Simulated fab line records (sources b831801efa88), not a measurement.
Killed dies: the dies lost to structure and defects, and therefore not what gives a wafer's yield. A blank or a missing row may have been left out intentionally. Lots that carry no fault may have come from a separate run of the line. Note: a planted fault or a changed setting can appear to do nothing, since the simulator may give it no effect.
Chamber matching || flow sky130 || 3 sister chambers for SKY_PASSIVATION_CVD_02 on pecvd-03
The step deposits Si3N4, target thk 540 nm. 20 wafers are shown with their chamber, then 10 later ones without.

== WAFERS WITH THEIR CHAMBER ==
{"wafer": "L077.1", "chamber": 0, "heater power w (W)": 791, "susceptor temp C (C)": 399.96}
{"wafer": "L077.2", "chamber": 1, "heater power w (W)": 709, "susceptor temp C (C)": 400.24}
{"wafer": "L077.6", "chamber": 1, "heater power w (W)": 743, "susceptor temp C (C)": 400.25}
{"wafer": "L078.3", "chamber": 2, "heater power w (W)": 714, "susceptor temp C (C)": 399.76}
{"wafer": "L078.4", "chamber": 0, "heater power w (W)": 797, "susceptor temp C (C)": 400.16}
{"wafer": "L078.5", "chamber": 1, "heater power w (W)": 722, "susceptor temp C (C)": 399.93}
{"wafer": "L084.1", "chamber": 1, "heater power w (W)": 717, "susceptor temp C (C)": 399.97}
{"wafer": "L084.2", "chamber": 2, "heater power w (W)": 690, "susceptor temp C (C)": 400.08}
{"wafer": "L084.6", "chamber": 1, "heater power w (W)": 754, "susceptor temp C (C)": 399.61}
{"wafer": "L087.1", "chamber": 0, "heater power w (W)": 761, "susceptor temp C (C)": 400.11}
{"wafer": "L087.3", "chamber": 2, "heater power w (W)": 704, "susceptor temp C (C)": 400.02}
{"wafer": "L087.6", "chamber": 1, "heater power w (W)": 735, "susceptor temp C (C)": 399.60}
{"wafer": "L088.1", "chamber": 1, "heater power w (W)": 703, "susceptor temp C (C)": 399.73}
{"wafer": "L088.3", "chamber": 0, "heater power w (W)": 738, "susceptor temp C (C)": 399.73}
{"wafer": "L088.6", "chamber": 1, "heater power w (W)": 742, "susceptor temp C (C)": 400.00}
{"wafer": "L090.1", "chamber": 1, "heater power w (W)": 660, "susceptor temp C (C)": 399.65}
{"wafer": "L090.2", "chamber": 0, "heater power w (W)": 813, "susceptor temp C (C)": 400.31}
{"wafer": "L090.5", "chamber": 1, "heater power w (W)": 690, "susceptor temp C (C)": 399.92}
{"wafer": "L092.1", "chamber": 2, "heater power w (W)": 729, "susceptor temp C (C)": 399.83}
{"wafer": "L092.2", "chamber": 0, "heater power w (W)": 775, "susceptor temp C (C)": 399.78}

SIGNATURES (averages over the wafers above)
{"reading": "heater power w", "chamber 0": 779.17, "chamber 1": 717.50, "chamber 2": 709.25, "scatter within a chamber": 26.2}
{"reading": "susceptor temp C", "chamber 0": 400.0083, "chamber 1": 399.8900, "chamber 2": 399.9225, "scatter within a chamber": 0.223}
Rule: for a wafer and a chamber, the distance is found by dividing, reading by reading, the gap between the wafer's reading and the chamber's mean by the reading's scatter, squaring, summing and taking the root. If the next closest chamber is less than 2 further off than the closest, the wafer can't be placed; otherwise it belongs to the closest. How the scatter is found: for the shown wafers, subtract from each reading the mean of its chamber, square and add these, divide the total by (wafers less chambers), then take the root.

== WAFERS WHOSE CHAMBER IS MISSING ==
{"wafer": "L092.5", "heater power w (W)": 768, "susceptor temp C (C)": 399.64}
{"wafer": "L093.2", "heater power w (W)": 762, "susceptor temp C (C)": 399.90}
{"wafer": "L093.3", "heater power w (W)": 726, "susceptor temp C (C)": 400.09}
{"wafer": "L093.6", "heater power w (W)": 789, "susceptor temp C (C)": 399.82}
{"wafer": "L094.3", "heater power w (W)": 702, "susceptor temp C (C)": 399.69}
{"wafer": "L094.4", "heater power w (W)": 721, "susceptor temp C (C)": 399.91}
{"wafer": "L094.5", "heater power w (W)": 715, "susceptor temp C (C)": 399.74}
{"wafer": "L097.2", "heater power w (W)": 695, "susceptor temp C (C)": 399.59}
{"wafer": "L097.3", "heater power w (W)": 811, "susceptor temp C (C)": 399.89}
{"wafer": "L097.4", "heater power w (W)": 729, "susceptor temp C (C)": 400.01}

== EACH ONE'S CHAMBER ==
{"wafer": "L092.5", "from the rows above": "can't be placed: 0 or 1 or 2", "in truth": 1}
{"wafer": "L093.2", "from the rows above": "can't be placed: 0 or 1 or 2", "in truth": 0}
{"wafer": "L093.3", "from the rows above": "can't be placed: 1 or 2 or 0", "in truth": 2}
{"wafer": "L093.6", "from the rows above": "can't be placed: 0 or 1", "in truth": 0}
{"wafer": "L094.3", "from the rows above": "can't be placed: 1 or 2", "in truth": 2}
{"wafer": "L094.4", "from the rows above": "can't be placed: 1 or 2", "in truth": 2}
{"wafer": "L094.5", "from the rows above": "can't be placed: 1 or 2", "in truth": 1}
{"wafer": "L097.2", "from the rows above": "can't be placed: 2 or 1", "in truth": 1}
{"wafer": "L097.3", "from the rows above": 0, "in truth": 0}
{"wafer": "L097.4", "from the rows above": "can't be placed: 1 or 2 or 0", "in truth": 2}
Correctly placed: 1 of 10. From these rows, 9 cannot be placed; in 9 the true chamber is one of the candidates. Number placed wrongly: 0.
